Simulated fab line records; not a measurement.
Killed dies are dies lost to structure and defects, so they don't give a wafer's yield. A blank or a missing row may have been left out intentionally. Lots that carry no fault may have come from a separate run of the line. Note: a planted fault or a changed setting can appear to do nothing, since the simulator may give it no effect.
fab line records | flow sky130
[record] lots = 24 | wafers = 72 | last-day = 51
route steps=708 shown METAL2@483 VIA2@530 METAL3@535
lots that met no fault: from a run of the same line without faults
start-h: hours from the record's opening day to when the first of the lot's shown wafers began | wait-h: hours elapsed since this lot's preceding step | " repeats the value in the row above | L1.1+2: one row covering several wafers at once | - value missing, or start not given | * or withheld: withheld | < > ~ a bound
route shown NAME@n: names a module that has steps shown in the file, with the first one's number in the route | usual: the fault-free wafers' mean and standard deviation | same: alike in all rows | chamber/n: place in a boat | sites: readings site by site | _std_site: standard deviation of those values | _edge_site: the outer-site mean with the inner-site mean subtracted | radius-mm: for every site, how far away it sits from the centre of the wafer | mask NAME#n: copy n | behind: the most recent tool/chamber to have shaped the wafer | hold: the reason the lot was held/the length of the hold in hours/how it ended | device: names the non-switching transistor (n, p or np) | end of line: the same wafers' tests at the end of the route | step lacking rows: just its recipe | killed: dies that structure and defects cost at the first sort, which is not the same as the wafer's yield | map: shows each die of a wafer: x if killed, . if not, _ if none is there
set.NAME: the setting the step ran with; set.NAME@STEP: the setting that earlier step ran with | model.NAME: the simulator's own value behind a step, which no gauge read
one table for each step of the route and one row for each wafer, over a sample of lots
services: when a tool's chamber went out of use (start-h, in hours from the record's first day, below 0 if earlier), for how many hours, and the reason
[[steps]]
[step SKY_METAL2_SPUTTER_00]
[recipe] material = Ti | target-thk-nm = 15 | power-w = 3000 | time-s = 10 | chamber-pressure-pa = 0.4
[usual] throttle-valve-pct = 30.0/1.1
lot.wafer | tool           | chamber | start-h | wait-h | throttle-valve-pct
L074.1    | pvd-sputter-02 | -       | 787.96  | 0.1    | 31.7
L074.2    | "              | -       | "       | "      | 30.3
L074.3    | "              | -       | "       | "      | 30.3
L075.2    | pvd-sputter-03 | -       | 820.55  | 0.2    | 30.2
L075.3    | "              | -       | "       | "      | 30.0
L075.6    | "              | -       | "       | "      | 28.6
L076.1    | pvd-sputter-02 | -       | 821.31  | 0.1    | 30.5
L076.5    | "              | -       | "       | "      | 31.6
L076.6    | "              | -       | "       | "      | 30.4
L077.1    | pvd-sputter-04 | -       | 821.65  | 0.2    | 29.6
L077.4    | "              | -       | "       | "      | 28.2
L077.5    | "              | -       | "       | "      | 29.9
L079.3    | pvd-sputter-02 | -       | 824.19  | 0.2    | 28.9
L079.4    | "              | -       | "       | "      | 30.4
L079.5    | "              | -       | "       | "      | 31.9
L078.2    | pvd-sputter-04 | -       | 827.48  | 0.2    | 29.8
L078.4    | "              | -       | "       | "      | 29.3
L078.5    | "              | -       | "       | "      | 29.8
L080.3    | pvd-sputter-04 | -       | 836.98  | 0.1    | 28.2
L080.5    | "              | -       | "       | "      | 27.9
L080.6    | "              | -       | "       | "      | 29.7
L081.1    | pvd-sputter-04 | -       | 848.89  | 0.1    | 28.2
L081.3    | "              | -       | "       | "      | 29.8
L081.6    | "              | -       | "       | "      | 31.1
L082.2    | pvd-sputter-02 | -       | 858.73  | 0.1    | 31.5
L082.4    | "              | -       | "       | "      | 28.9
L082.5    | "              | -       | "       | "      | 28.7
L084.3    | pvd-sputter-04 | -       | 862.54  | 0.1    | 31.1
L084.4    | "              | -       | "       | "      | 29.5
L084.6    | "              | -       | "       | "      | 30.0
L083.1    | pvd-sputter-02 | -       | 866.06  | 0.1    | 30.1
L083.2    | "              | -       | "       | "      | 28.9
L083.5    | "              | -       | "       | "      | 31.7
L085.1    | pvd-sputter-04 | -       | 868.01  | 0.1    | 29.5
L085.2    | "              | -       | "       | "      | 29.9
L085.3    | "              | -       | "       | "      | 31.2
L086.2    | pvd-sputter-02 | -       | 885.04  | 0.2    | 29.0
L086.4    | "              | -       | "       | "      | 30.1
L086.6    | "              | -       | "       | "      | 30.0
L087.3    | pvd-sputter-03 | -       | 894.96  | 0.1    | 31.0
L087.4    | "              | -       | "       | "      | 29.7
L087.6    | "              | -       | "       | "      | 30.2
L088.1    | pvd-sputter-04 | -       | 896.98  | 0.2    | 31.2
L088.3    | "              | -       | "       | "      | 27.9
L088.6    | "              | -       | "       | "      | 29.6
L089.2    | pvd-sputter-04 | -       | 904.78  | 0.2    | 30.0
L089.3    | "              | -       | "       | "      | 28.1
L089.5    | "              | -       | "       | "      | 29.4
L090.1    | pvd-sputter-03 | -       | 915.14  | 0.2    | 30.0
L090.3    | "              | -       | "       | "      | 30.8
L090.4    | "              | -       | "       | "      | 28.6
L091.3    | pvd-sputter-03 | -       | 918.48  | 0.1    | 28.8
L091.5    | "              | -       | "       | "      | 29.8
L091.6    | "              | -       | "       | "      | 31.0
L092.3    | pvd-sputter-02 | -       | 923.68  | 0.1    | 30.7
L092.4    | "              | -       | "       | "      | 31.7
L092.6    | "              | -       | "       | "      | 28.7
L093.1    | pvd-sputter-04 | -       | 937.09  | 0.2    | 31.6
L093.2    | "              | -       | "       | "      | 29.6
L093.3    | "              | -       | "       | "      | 30.0
L094.1    | pvd-sputter-04 | -       | 950.17  | 0.2    | 31.1
L094.2    | "              | -       | "       | "      | 29.3
L094.3    | "              | -       | "       | "      | 28.0
L095.1    | pvd-sputter-04 | -       | 966.31  | 0.2    | 27.9
L095.3    | "              | -       | "       | "      | 30.3
L095.6    | "              | -       | "       | "      | 31.2
L097.1    | pvd-sputter-04 | -       | 991.18  | 0.1    | 30.1
L097.2    | "              | -       | "       | "      | 28.1
L097.4    | "              | -       | "       | "      | 31.2
L096.1    | pvd-sputter-02 | -       | 991.69  | 0.1    | 30.5
L096.3    | "              | -       | "       | "      | 30.5
L096.4    | "              | -       | "       | "      | 28.9
[step SKY_METAL2_SPUTTER_03]
[recipe] material = Ti | target-thk-nm = 5 | power-w = 3000 | time-s = 3.3 | chamber-pressure-pa = 0.4
[usual] throttle-valve-pct = 30.0/1.1
lot.wafer | tool           | chamber | start-h | wait-h | throttle-valve-pct
L074.1    | pvd-sputter-02 | -       | 788.03  | 0.0    | 31.7
L074.2    | "              | -       | "       | "      | 30.3
L074.3    | "              | -       | "       | "      | 30.7
L075.2    | pvd-sputter-03 | -       | 820.62  | 0.0    | 30.4
L075.3    | "              | -       | "       | "      | 29.9
L075.6    | "              | -       | "       | "      | 28.7
L076.1    | pvd-sputter-02 | -       | 821.38  | 0.0    | 30.6
L076.5    | "              | -       | "       | "      | 31.5
L076.6    | "              | -       | "       | "      | 30.4
L077.1    | pvd-sputter-04 | -       | 821.72  | 0.0    | 29.6
L077.4    | "              | -       | "       | "      | 27.9
L077.5    | "              | -       | "       | "      | 30.1
L079.3    | pvd-sputter-02 | -       | 824.26  | 0.0    | 28.7
L079.4    | "              | -       | "       | "      | 30.5
L079.5    | "              | -       | "       | "      | 31.6
L078.2    | pvd-sputter-04 | -       | 827.56  | 0.0    | 30.0
L078.4    | "              | -       | "       | "      | 29.8
L078.5    | "              | -       | "       | "      | 30.3
L080.3    | pvd-sputter-04 | -       | 837.05  | 0.0    | 28.0
L080.5    | "              | -       | "       | "      | 28.0
L080.6    | "              | -       | "       | "      | 29.6
L081.1    | pvd-sputter-04 | -       | 848.96  | 0.0    | 28.1
L081.3    | "              | -       | "       | "      | 30.1
L081.6    | "              | -       | "       | "      | 31.0
L082.2    | pvd-sputter-02 | -       | 858.81  | 0.0    | 31.6
L082.4    | "              | -       | "       | "      | 28.9
L082.5    | "              | -       | "       | "      | 28.8
L084.3    | pvd-sputter-04 | -       | 862.61  | 0.0    | 31.4
L084.4    | "              | -       | "       | "      | 29.4
L084.6    | "              | -       | "       | "      | 30.1
L083.1    | pvd-sputter-02 | -       | 866.13  | 0.0    | 30.1
L083.2    | "              | -       | "       | "      | 28.9
L083.5    | "              | -       | "       | "      | 31.6
L085.1    | pvd-sputter-04 | -       | 868.08  | 0.0    | 29.7
L085.2    | "              | -       | "       | "      | 30.1
L085.3    | "              | -       | "       | "      | 31.3
L086.2    | pvd-sputter-02 | -       | 885.11  | 0.0    | 28.8
L086.4    | "              | -       | "       | "      | 30.4
L086.6    | "              | -       | "       | "      | 30.6
L087.3    | pvd-sputter-03 | -       | 895.03  | 0.0    | 31.1
L087.4    | "              | -       | "       | "      | 29.5
L087.6    | "              | -       | "       | "      | 30.0
L088.1    | pvd-sputter-04 | -       | 897.06  | 0.0    | 31.2
L088.3    | "              | -       | "       | "      | 28.1
L088.6    | "              | -       | "       | "      | 29.8
L089.2    | pvd-sputter-04 | -       | 904.85  | 0.0    | 30.0
L089.3    | "              | -       | "       | "      | 28.1
L089.5    | "              | -       | "       | "      | 29.5
L090.1    | pvd-sputter-03 | -       | 915.21  | 0.0    | 30.1
L090.3    | "              | -       | "       | "      | 31.1
L090.4    | "              | -       | "       | "      | 28.6
L091.3    | pvd-sputter-03 | -       | 918.55  | 0.0    | 28.6
L091.5    | "              | -       | "       | "      | 29.8
L091.6    | "              | -       | "       | "      | 31.1
L092.3    | pvd-sputter-02 | -       | 923.76  | 0.0    | 30.4
L092.4    | "              | -       | "       | "      | 31.7
L092.6    | "              | -       | "       | "      | 28.6
L093.1    | pvd-sputter-04 | -       | 937.17  | 0.0    | 31.2
L093.2    | "              | -       | "       | "      | 29.7
L093.3    | "              | -       | "       | "      | 30.3
L094.1    | pvd-sputter-04 | -       | 950.24  | 0.0    | 31.3
L094.2    | "              | -       | "       | "      | 29.5
L094.3    | "              | -       | "       | "      | 28.2
L095.1    | pvd-sputter-04 | -       | 966.38  | 0.0    | 27.9
L095.3    | "              | -       | "       | "      | 29.8
L095.6    | "              | -       | "       | "      | 31.0
L097.1    | pvd-sputter-04 | -       | 991.26  | 0.0    | 29.8
L097.2    | "              | -       | "       | "      | 28.1
L097.4    | "              | -       | "       | "      | 31.0
L096.1    | pvd-sputter-02 | -       | 991.76  | 0.0    | 30.4
L096.3    | "              | -       | "       | "      | 30.9
L096.4    | "              | -       | "       | "      | 29.2
[step SKY_METAL2_CD_MEAS_15]
[recipe] target-cd-nm = 140
[usual] cd-nm = 140.0/1.7
lot.wafer | tool      | chamber | start-h | wait-h | cd-nm
L074.1    | cd-sem-01 | -       | 814.61  | -      | 142.7
L074.2    | "         | -       | "       | "      | 142.9
L074.3    | "         | -       | "       | "      | 142.6
L075.2    | cd-sem-02 | -       | 847.13  | -      | 139.1
L075.3    | "         | -       | "       | "      | 137.4
L075.6    | "         | -       | "       | "      | 138.3
L076.1    | cd-sem-02 | -       | 848.26  | -      | 139.6
L076.5    | "         | -       | "       | "      | 140.2
L076.6    | "         | -       | "       | "      | 140.1
L077.1    | cd-sem-01 | -       | 848.32  | -      | 141.7
L077.4    | "         | -       | "       | "      | 141.6
L077.5    | "         | -       | "       | "      | 140.6
L079.3    | cd-sem-01 | -       | 849.66  | -      | 139.6
L079.4    | "         | -       | "       | "      | 139.0
L079.5    | "         | -       | "       | "      | 139.1
L078.2    | cd-sem-02 | -       | 854.08  | -      | 140.0
L078.4    | "         | -       | "       | "      | 140.4
L078.5    | "         | -       | "       | "      | 139.9
L080.3    | cd-sem-01 | -       | 862.50  | -      | 139.4
L080.5    | "         | -       | "       | "      | 139.1
L080.6    | "         | -       | "       | "      | 138.3
L081.1    | cd-sem-02 | -       | 875.56  | -      | 139.6
L081.3    | "         | -       | "       | "      | 139.2
L081.6    | "         | -       | "       | "      | 138.0
L082.2    | cd-sem-01 | -       | 885.54  | -      | 140.3
L082.4    | "         | -       | "       | "      | 140.5
L082.5    | "         | -       | "       | "      | 141.7
L084.3    | cd-sem-02 | -       | 888.31  | -      | 140.7
L084.4    | "         | -       | "       | "      | 140.2
L084.6    | "         | -       | "       | "      | 139.8
L083.1    | cd-sem-02 | -       | 892.21  | -      | 140.5
L083.2    | "         | -       | "       | "      | 142.4
L083.5    | "         | -       | "       | "      | 139.7
L085.1    | cd-sem-02 | -       | 894.12  | -      | 138.1
L085.2    | "         | -       | "       | "      | 140.3
L085.3    | "         | -       | "       | "      | 138.6
L086.2    | cd-sem-01 | -       | 910.03  | -      | 135.9
L086.4    | "         | -       | "       | "      | 135.6
L086.6    | "         | -       | "       | "      | 137.0
L087.3    | cd-sem-02 | -       | 919.80  | -      | 141.3
L087.4    | "         | -       | "       | "      | 140.9
L087.6    | "         | -       | "       | "      | 140.5
L088.1    | cd-sem-01 | -       | 922.33  | -      | 140.6
L088.3    | "         | -       | "       | "      | 140.8
L088.6    | "         | -       | "       | "      | 140.5
L089.2    | cd-sem-01 | -       | 929.93  | -      | 140.1
L089.3    | "         | -       | "       | "      | 141.1
L089.5    | "         | -       | "       | "      | 141.6
L090.1    | cd-sem-01 | -       | 939.87  | -      | 139.0
L090.3    | "         | -       | "       | "      | 140.7
L090.4    | "         | -       | "       | "      | 141.1
L091.3    | cd-sem-01 | -       | 942.60  | -      | 139.7
L091.5    | "         | -       | "       | "      | 139.8
L091.6    | "         | -       | "       | "      | 140.0
L092.3    | cd-sem-01 | -       | 947.86  | -      | 138.5
L092.4    | "         | -       | "       | "      | 138.4
L092.6    | "         | -       | "       | "      | 137.3
L093.1    | cd-sem-02 | -       | 961.41  | -      | 142.2
L093.2    | "         | -       | "       | "      | 142.1
L093.3    | "         | -       | "       | "      | 142.9
L094.1    | cd-sem-01 | -       | 972.71  | -      | 140.9
L094.2    | "         | -       | "       | "      | 143.2
L094.3    | "         | -       | "       | "      | 141.3
L095.1    | cd-sem-01 | -       | 989.36  | -      | 136.0
L095.3    | "         | -       | "       | "      | 137.8
L095.6    | "         | -       | "       | "      | 136.6
L097.1    | cd-sem-02 | -       | 1013.93 | -      | 138.1
L097.2    | "         | -       | "       | "      | 139.2
L097.4    | "         | -       | "       | "      | 139.2
L096.1    | cd-sem-01 | -       | 1014.27 | -      | 141.0
L096.3    | "         | -       | "       | "      | 142.5
L096.4    | "         | -       | "       | "      | 142.3
[step SKY_METAL2_STRIP_20]
[recipe] chemistry = O2/N2 | power-w = 1400 | pressure-mtorr = 1500 | platen-temp-c = withheld | o2-flow-sccm = 3000 | n2-flow-sccm = 300 | overash-fraction = 0.5
[usual] drypump-motor-current-A = 6.0/0.38 | oes-product-au = 0.343/0.0048 | strip-time-to-endpoint-s = 2.70/0.043
lot.wafer | tool            | chamber | start-h | wait-h | drypump-motor-current-A | oes-product-au | rf-hours-counter-h | strip-time-to-endpoint-s
L074.1    | plasma-asher-01 | 0       | 815.13  | 0.1    | 5.5                     | 0.348          | 7                  | 2.67
L074.2    | "               | 1       | "       | "      | 5.9                     | 0.344          | 7                  | 2.66
L074.3    | "               | 1       | "       | "      | 5.9                     | 0.342          | -                  | 2.69
L075.2    | plasma-asher-03 | 1       | 847.45  | 0.1    | 5.5                     | 0.338          | 104                | 2.69
L075.3    | "               | 1       | "       | "      | 5.5                     | 0.341          | -                  | 2.71
L075.6    | "               | 1       | "       | "      | 5.5                     | 0.346          | -                  | 2.70
L076.1    | plasma-asher-04 | 0       | 848.60  | 0.1    | 6.4                     | 0.344          | 43                 | 2.72
L076.5    | "               | 1       | "       | "      | 6.0                     | 0.345          | -                  | 2.71
L076.6    | "               | 0       | "       | "      | 6.5                     | 0.345          | -                  | 2.77
L077.1    | plasma-asher-03 | 1       | 848.66  | 0.1    | 5.5                     | 0.345          | 105                | 2.68
L077.4    | "               | 1       | "       | "      | 5.5                     | 0.336          | -                  | 2.62
L077.5    | "               | 0       | "       | "      | 6.5                     | 0.340          | -                  | 2.64
L079.3    | plasma-asher-01 | 1       | 849.99  | 0.1    | 5.9                     | 0.345          | -                  | 2.77
L079.4    | "               | 0       | "       | "      | 5.6                     | 0.352          | -                  | 2.80
L079.5    | "               | 1       | "       | "      | 5.9                     | 0.349          | -                  | 2.78
L078.2    | plasma-asher-01 | 0       | 854.40  | 0.1    | 5.5                     | 0.347          | 11                 | 2.77
L078.4    | "               | 1       | "       | "      | 5.9                     | 0.338          | -                  | 2.79
L078.5    | "               | 1       | "       | "      | 5.9                     | 0.346          | -                  | 2.76
L080.3    | plasma-asher-04 | 1       | 863.02  | 0.1    | 6.0                     | 0.346          | -                  | 2.72
L080.5    | "               | 1       | "       | "      | 6.0                     | 0.347          | -                  | 2.73
L080.6    | "               | 0       | "       | "      | 6.5                     | 0.343          | -                  | 2.74
L081.1    | plasma-asher-01 | 1       | 875.90  | 0.1    | 5.9                     | 0.340          | 13                 | 2.67
L081.3    | "               | 1       | "       | "      | 5.9                     | 0.342          | -                  | 2.68
L081.6    | "               | 1       | "       | "      | 5.9                     | 0.336          | -                  | 2.65
L082.2    | plasma-asher-04 | 0       | 885.86  | 0.1    | 6.4                     | 0.344          | 47                 | 2.69
L082.4    | "               | 0       | "       | "      | 6.5                     | 0.344          | -                  | 2.67
L082.5    | "               | 0       | "       | "      | 6.5                     | 0.342          | -                  | 2.69
L084.3    | plasma-asher-04 | 0       | 888.65  | 0.1    | 6.5                     | 0.343          | -                  | 2.69
L084.4    | "               | 1       | "       | "      | 6.0                     | 0.342          | -                  | 2.73
L084.6    | "               | 1       | "       | "      | 6.0                     | 0.337          | -                  | 2.71
L083.1    | plasma-asher-01 | 1       | 892.55  | 0.1    | 5.9                     | 0.335          | 15                 | 2.65
L083.2    | "               | 0       | "       | "      | 5.5                     | 0.344          | 15                 | 2.63
L083.5    | "               | 1       | "       | "      | 6.0                     | 0.337          | -                  | 2.62
L085.1    | plasma-asher-04 | 1       | 894.46  | 0.1    | 6.0                     | 0.346          | 47                 | 2.77
L085.2    | "               | 0       | "       | "      | 6.5                     | 0.349          | 47                 | 2.77
L085.3    | "               | 1       | "       | "      | 6.0                     | 0.339          | -                  | 2.76
L086.2    | plasma-asher-01 | 0       | 910.54  | 0.1    | 5.5                     | 0.350          | 16                 | 2.73
L086.4    | "               | 0       | "       | "      | 5.5                     | 0.341          | -                  | 2.75
L086.6    | "               | 1       | "       | "      | 6.0                     | 0.341          | -                  | 2.77
L087.3    | plasma-asher-03 | 0       | 920.13  | 0.1    | 6.5                     | 0.338          | -                  | 2.74
L087.4    | "               | 1       | "       | "      | 5.5                     | 0.341          | -                  | 2.66
L087.6    | "               | 0       | "       | "      | 6.5                     | 0.339          | -                  | 2.66
L088.1    | plasma-asher-04 | 1       | 922.68  | 0.1    | 6.0                     | 0.350          | 50                 | 2.76
L088.3    | "               | 0       | "       | "      | 6.5                     | 0.352          | -                  | 2.73
L088.6    | "               | 1       | "       | "      | 6.0                     | 0.346          | -                  | 2.74
L089.2    | plasma-asher-01 | 1       | 930.25  | 0.1    | 5.9                     | 0.339          | 18                 | 2.64
L089.3    | "               | 0       | "       | "      | 5.5                     | 0.335          | -                  | 2.68
L089.5    | "               | 0       | "       | "      | 5.5                     | 0.341          | -                  | 2.66
L090.1    | plasma-asher-04 | 0       | 940.21  | 0.1    | 6.5                     | 0.342          | 52                 | 2.67
L090.3    | "               | 1       | "       | "      | 5.9                     | 0.341          | -                  | 2.65
L090.4    | "               | 0       | "       | "      | 6.4                     | 0.352          | -                  | 2.69
L091.3    | plasma-asher-04 | 0       | 942.93  | 0.1    | 6.4                     | 0.349          | -                  | 2.63
L091.5    | "               | 0       | "       | "      | 6.4                     | 0.347          | -                  | 2.64
L091.6    | "               | 1       | "       | "      | 5.9                     | 0.342          | -                  | 2.65
L092.3    | plasma-asher-04 | 1       | 948.20  | 0.1    | 6.0                     | 0.337          | -                  | 2.67
L092.4    | "               | 0       | "       | "      | 6.4                     | 0.349          | -                  | 2.70
L092.6    | "               | 0       | "       | "      | 6.4                     | 0.349          | -                  | 2.72
L093.1    | plasma-asher-01 | 1       | 961.75  | 0.1    | 6.0                     | 0.336          | 21                 | 2.67
L093.2    | "               | 0       | "       | "      | 5.5                     | 0.333          | 21                 | 2.62
L093.3    | "               | 1       | "       | "      | 6.0                     | 0.338          | -                  | 2.67
L094.1    | plasma-asher-01 | 0       | 973.23  | 0.1    | 5.5                     | 0.343          | 22                 | 2.73
L094.2    | "               | 1       | "       | "      | 6.0                     | 0.337          | 22                 | 2.71
L094.3    | "               | 0       | "       | "      | 5.5                     | 0.337          | -                  | 2.72
L095.1    | plasma-asher-01 | 0       | 989.70  | 0.1    | 5.5                     | 0.340          | 24                 | 2.69
L095.3    | "               | 1       | "       | "      | 5.9                     | 0.343          | -                  | 2.67
L095.6    | "               | 1       | "       | "      | 5.9                     | 0.344          | -                  | 2.69
L097.1    | plasma-asher-03 | 0       | 1014.27 | 0.1    | 6.5                     | 0.348          | 121                | 2.78
L097.2    | "               | 1       | "       | "      | 5.5                     | 0.333          | 121                | 2.73
L097.4    | "               | 1       | "       | "      | 5.5                     | 0.341          | -                  | 2.74
L096.1    | plasma-asher-03 | 1       | 1014.61 | 0.1    | 5.5                     | 0.345          | 121                | 2.71
L096.3    | "               | 1       | "       | "      | 5.5                     | 0.350          | -                  | 2.69
L096.4    | "               | 0       | "       | "      | 6.5                     | 0.343          | -                  | 2.75
[step SKY_VIA2_THK_MEAS_23]
[recipe] thk-meas-gauge = xrf | reads = W_of_VIA2_CVD_21
[usual] VIA2_W_THK = 430/7.7
lot.wafer | tool          | chamber | start-h | wait-h | VIA2_W_THK[nm]
L074.1    | film-metro-01 | -       | 844.18  | 0.1    | 428
L074.2    | "             | -       | "       | "      | 436
L074.3    | "             | -       | "       | "      | 440
L075.2    | film-metro-03 | -       | 876.19  | 0.1    | 427
L075.3    | "             | -       | "       | "      | 422
L075.6    | "             | -       | "       | "      | 422
L076.1    | film-metro-03 | -       | 877.18  | 0.1    | 426
L076.5    | "             | -       | "       | "      | 420
L076.6    | "             | -       | "       | "      | 433
L077.1    | film-metro-01 | -       | 877.56  | 0.1    | 425
L077.4    | "             | -       | "       | "      | 428
L077.5    | "             | -       | "       | "      | 422
L079.3    | film-metro-03 | -       | 878.29  | 0.1    | 415
L079.4    | "             | -       | "       | "      | 429
L079.5    | "             | -       | "       | "      | 416
L078.2    | film-metro-02 | -       | 883.08  | 0.1    | 429
L078.4    | "             | -       | "       | "      | 429
L078.5    | "             | -       | "       | "      | 432
L080.3    | film-metro-02 | -       | 890.80  | 0.1    | 443
L080.5    | "             | -       | "       | "      | 431
L080.6    | "             | -       | "       | "      | 440
L081.1    | film-metro-03 | -       | 903.17  | 0.1    | 433
L081.3    | "             | -       | "       | "      | 438
L081.6    | "             | -       | "       | "      | 430
L082.2    | film-metro-02 | -       | 913.53  | 0.1    | 434
L082.4    | "             | -       | "       | "      | 441
L082.5    | "             | -       | "       | "      | 441
L084.3    | film-metro-01 | -       | 916.09  | 0.1    | 427
L084.4    | "             | -       | "       | "      | 419
L084.6    | "             | -       | "       | "      | 427
L083.1    | film-metro-03 | -       | 919.83  | 0.1    | 424
L083.2    | "             | -       | "       | "      | 431
L083.5    | "             | -       | "       | "      | 434
L085.1    | film-metro-01 | -       | 921.93  | 0.1    | 414
L085.2    | "             | -       | "       | "      | 437
L085.3    | "             | -       | "       | "      | 426
L086.2    | film-metro-03 | -       | 938.43  | 0.1    | 429
L086.4    | "             | -       | "       | "      | 437
L086.6    | "             | -       | "       | "      | 430
L087.3    | film-metro-02 | -       | 947.29  | 0.1    | 429
L087.4    | "             | -       | "       | "      | 438
L087.6    | "             | -       | "       | "      | 439
L088.1    | film-metro-02 | -       | 949.38  | 0.1    | 429
L088.3    | "             | -       | "       | "      | 442
L088.6    | "             | -       | "       | "      | 434
L089.2    | film-metro-03 | -       | 957.05  | 0.1    | 430
L089.3    | "             | -       | "       | "      | 429
L089.5    | "             | -       | "       | "      | 429
L090.1    | film-metro-03 | -       | 966.34  | 0.1    | 425
L090.3    | "             | -       | "       | "      | 428
L090.4    | "             | -       | "       | "      | 440
L091.3    | film-metro-01 | -       | 968.05  | 0.1    | 433
L091.5    | "             | -       | "       | "      | 436
L091.6    | "             | -       | "       | "      | 428
L092.3    | film-metro-03 | -       | 972.64  | 0.1    | 432
L092.4    | "             | -       | "       | "      | 431
L092.6    | "             | -       | "       | "      | 425
L093.1    | film-metro-02 | -       | 992.36  | 0.1    | 434
L093.2    | "             | -       | "       | "      | 448
L093.3    | "             | -       | "       | "      | 439
L094.1    | film-metro-01 | -       | 999.38  | 0.1    | 426
L094.2    | "             | -       | "       | "      | 435
L094.3    | "             | -       | "       | "      | 439
L095.1    | film-metro-01 | -       | 1014.99 | 0.1    | 431
L095.3    | "             | -       | "       | "      | 433
L095.6    | "             | -       | "       | "      | 425
L097.1    | film-metro-03 | -       | 1038.78 | 0.1    | 426
L097.2    | "             | -       | "       | "      | 418
L097.4    | "             | -       | "       | "      | 421
L096.1    | film-metro-01 | -       | 1039.13 | 0.1    | 431
L096.3    | "             | -       | "       | "      | 428
L096.4    | "             | -       | "       | "      | 440
[step SKY_METAL3_SPUTTER_03]
[recipe] material = Ti | target-thk-nm = 5 | power-w = 3000 | time-s = 3.3 | chamber-pressure-pa = 0.4
[usual] throttle-valve-pct = 30.3/1.2
lot.wafer | tool           | chamber | start-h | wait-h | throttle-valve-pct
L074.1    | pvd-sputter-04 | -       | 844.62  | 0.0    | 29.5
L074.2    | "              | -       | "       | "      | 31.3
L074.3    | "              | -       | "       | "      | 27.9
L075.2    | pvd-sputter-04 | -       | 876.62  | 0.0    | 29.5
L075.3    | "              | -       | "       | "      | 30.1
L075.6    | "              | -       | "       | "      | 29.5
L076.1    | pvd-sputter-04 | -       | 877.63  | 0.0    | 29.9
L076.5    | "              | -       | "       | "      | 30.1
L076.6    | "              | -       | "       | "      | 28.1
L077.1    | pvd-sputter-02 | -       | 878.00  | 0.0    | 30.2
L077.4    | "              | -       | "       | "      | 30.6
L077.5    | "              | -       | "       | "      | 31.6
L079.3    | pvd-sputter-01 | -       | 878.72  | 0.0    | 30.5
L079.4    | "              | -       | "       | "      | 32.5
L079.5    | "              | -       | "       | "      | 30.4
L078.2    | pvd-sputter-04 | -       | 883.51  | 0.0    | 31.3
L078.4    | "              | -       | "       | "      | 30.1
L078.5    | "              | -       | "       | "      | 31.2
L080.3    | pvd-sputter-04 | -       | 891.23  | 0.0    | 29.4
L080.5    | "              | -       | "       | "      | 29.9
L080.6    | "              | -       | "       | "      | 31.2
L081.1    | pvd-sputter-02 | -       | 903.62  | 0.0    | 31.6
L081.3    | "              | -       | "       | "      | 30.5
L081.6    | "              | -       | "       | "      | 31.3
L082.2    | pvd-sputter-01 | -       | 913.97  | 0.0    | 30.8
L082.4    | "              | -       | "       | "      | 30.6
L082.5    | "              | -       | "       | "      | 32.7
L084.3    | pvd-sputter-01 | -       | 916.52  | 0.0    | 29.7
L084.4    | "              | -       | "       | "      | 30.6
L084.6    | "              | -       | "       | "      | 30.6
L083.1    | pvd-sputter-04 | -       | 920.32  | 0.0    | 29.6
L083.2    | "              | -       | "       | "      | 31.2
L083.5    | "              | -       | "       | "      | 29.6
L085.1    | pvd-sputter-02 | -       | 922.38  | 0.0    | 30.2
L085.2    | "              | -       | "       | "      | 30.7
L085.3    | "              | -       | "       | "      | 28.9
L086.2    | pvd-sputter-01 | -       | 938.86  | 0.0    | 29.7
L086.4    | "              | -       | "       | "      | 30.3
L086.6    | "              | -       | "       | "      | 29.5
L087.3    | pvd-sputter-02 | -       | 947.72  | 0.0    | 31.7
L087.4    | "              | -       | "       | "      | 30.6
L087.6    | "              | -       | "       | "      | 29.9
L088.1    | pvd-sputter-01 | -       | 949.82  | 0.0    | 32.7
L088.3    | "              | -       | "       | "      | 30.9
L088.6    | "              | -       | "       | "      | 30.8
L089.2    | pvd-sputter-02 | -       | 957.52  | 0.0    | 30.6
L089.3    | "              | -       | "       | "      | 30.2
L089.5    | "              | -       | "       | "      | 28.9
L090.1    | pvd-sputter-01 | -       | 967.27  | 0.0    | 30.7
L090.3    | "              | -       | "       | "      | 31.0
L090.4    | "              | -       | "       | "      | 29.6
L091.3    | pvd-sputter-01 | -       | 969.40  | 0.0    | 29.6
L091.5    | "              | -       | "       | "      | 30.5
L091.6    | "              | -       | "       | "      | 30.7
L092.3    | pvd-sputter-04 | -       | 973.12  | 0.0    | 28.0
L092.4    | "              | -       | "       | "      | 29.4
L092.6    | "              | -       | "       | "      | 29.8
L093.1    | pvd-sputter-02 | -       | 992.88  | 0.0    | 28.8
L093.2    | "              | -       | "       | "      | 30.4
L093.3    | "              | -       | "       | "      | 30.3
L094.1    | pvd-sputter-01 | -       | 999.82  | 0.0    | 30.8
L094.2    | "              | -       | "       | "      | 30.8
L094.3    | "              | -       | "       | "      | 32.8
L095.1    | pvd-sputter-02 | -       | 1015.44 | 0.0    | 28.9
L095.3    | "              | -       | "       | "      | 30.4
L095.6    | "              | -       | "       | "      | 30.4
L097.1    | pvd-sputter-04 | -       | 1039.23 | 0.0    | 29.8
L097.2    | "              | -       | "       | "      | 29.6
L097.4    | "              | -       | "       | "      | 27.8
L096.1    | pvd-sputter-01 | -       | 1039.58 | 0.0    | 32.7
L096.3    | "              | -       | "       | "      | 29.7
L096.4    | "              | -       | "       | "      | 30.3
[[services]]
tool            | chamber | start-h | hours | kind
pvd-sputter-04  | 1       | 779.59  | -     | consumable-replace:kit
pvd-sputter-04  | 1       | 779.59  | 18.0  | scheduled-down
pvd-sputter-04  | 1       | 779.59  | 18.0  | vent-cycle
pvd-sputter-01  | -       | 794.84  | 3.5   | repair
plasma-asher-03 | -       | 814.47  | 11.3  | repair
pvd-sputter-03  | -       | 815.93  | 4.4   | repair
pvd-sputter-01  | 3       | 826.91  | -     | consumable-replace:kit
pvd-sputter-02  | 3       | 830.34  | -     | consumable-replace:kit
pvd-sputter-02  | 3       | 830.34  | 18.0  | scheduled-down
pvd-sputter-02  | 3       | 830.34  | 18.0  | vent-cycle
pvd-sputter-02  | -       | 855.11  | 2.4   | repair
pvd-sputter-03  | -       | 868.06  | 1.0   | repair
pvd-sputter-02  | -       | 880.88  | 0.8   | repair
plasma-asher-01 | -       | 896.77  | 5.8   | repair
pvd-sputter-04  | 0       | 931.77  | -     | consumable-replace:kit
pvd-sputter-04  | 0       | 931.77  | 18.0  | scheduled-down
pvd-sputter-04  | 0       | 931.77  | 18.0  | vent-cycle
pvd-sputter-02  | -       | 939.26  | 2.4   | repair
pvd-sputter-02  | 2       | 993.23  | -     | consumable-replace:kit
pvd-sputter-02  | 2       | 993.23  | 18.0  | scheduled-down
pvd-sputter-02  | 2       | 993.23  | 18.0  | vent-cycle
pvd-sputter-03  | -       | 994.98  | 2.5   | repair
pvd-sputter-04  | -       | 996.36  | 1.7   | repair
plasma-asher-04 | -       | 1008.63 | 8.8   | pm
[[key]]
fault none
